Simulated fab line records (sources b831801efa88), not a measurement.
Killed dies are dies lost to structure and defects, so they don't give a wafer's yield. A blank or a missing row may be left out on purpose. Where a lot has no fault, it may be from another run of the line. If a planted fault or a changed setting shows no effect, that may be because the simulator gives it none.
2 desks looking at one fault -- flow sky130 -- each desk holds nothing but its own numbers, with what lay behind them at the end

## FOR THE TOOL OWNER'S DESK: litho track-03
Per lot that ran on this tool, the mean of the sampled wafers carrying a number, from the tool's own readings at SKY_VT_ADJUST_HVTR_SOFTBAKE_03 (time 60 s). Any lot whose mean is over 4 standard deviations away from the usual mean is out of limits and marked OUT; that distance is given in the brackets.
Columns: A = heater power total W at SKY_VT_ADJUST_HVTR_SOFTBAKE_03, usual 56.60 W; B = plate temp C at SKY_VT_ADJUST_HVTR_SOFTBAKE_03, usual 90.01 C
lot,first seen here,A,B
L831,day 9 00:28,56.59,89.93
L839,day 11 18:26,52.18 (-99 or more) OUT,84.85 (-40) OUT
L841,day 12 04:56,52.17 (-99 or more) OUT,84.88 (-39) OUT
L842,day 12 15:20,52.16 (-99 or more) OUT,84.91 (-39) OUT
This desk's finding: out of limits on L839, L841, L842; first on L839, day 11 18:26 (heater power total W at SKY_VT_ADJUST_HVTR_SOFTBAKE_03). L831 stayed within limits.

## METROLOGY DESK
Means of the sampled wafers that have a number, per lot and without regard to the tool the lot ran on: this is what the gauges read. Any lot whose mean is over 4 standard deviations away from the usual mean is out of limits and marked OUT; that distance is given in the brackets.
Columns: A = VT_ADJUST_LVTN_2_TW at SKY_VT_ADJUST_LVTN_TW_MEAS_21, usual 190.6
lot,first seen here,A
L831,day 7 17:53,188.8
L833,day 8 09:28,193.1
L839,day 10 07:31,192.9
L841,day 10 17:31,189.6
L842,day 11 03:26,190.2
L843,day 11 11:55,189.1
L845,day 11 23:58,194.1
L847,day 12 13:39,189.5
L850,day 13 11:56,189.4
L851,day 13 18:28,189.7
L853,day 14 08:58,188.7
L852,day 14 09:58,190.2
This desk found nothing out of limits on any of the 12 lots.

## BROUGHT TOGETHER
At day 11 18:26, on L839, L841, L842, the tool owner's desk was in a position to raise an alarm.
Metrology desk: nothing out of limits seen.
The metrology desk holds a record of L839, L841, L842, inside its limits.
SKY_VT_ADJUST_HVTR_SOFTBAKE_03 was run on litho track-03 by each of the lots named.

## WHAT THE SIMULATOR PUT IN
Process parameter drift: litho track-03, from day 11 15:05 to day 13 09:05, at SKY_VT_ADJUST_HVTR_SOFTBAKE_03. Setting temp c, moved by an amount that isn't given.
Struck lots among those shown: L839, L841, L842.
Hours from the fault's start to each desk's first reading out of limits: the tool owner's desk, 3.
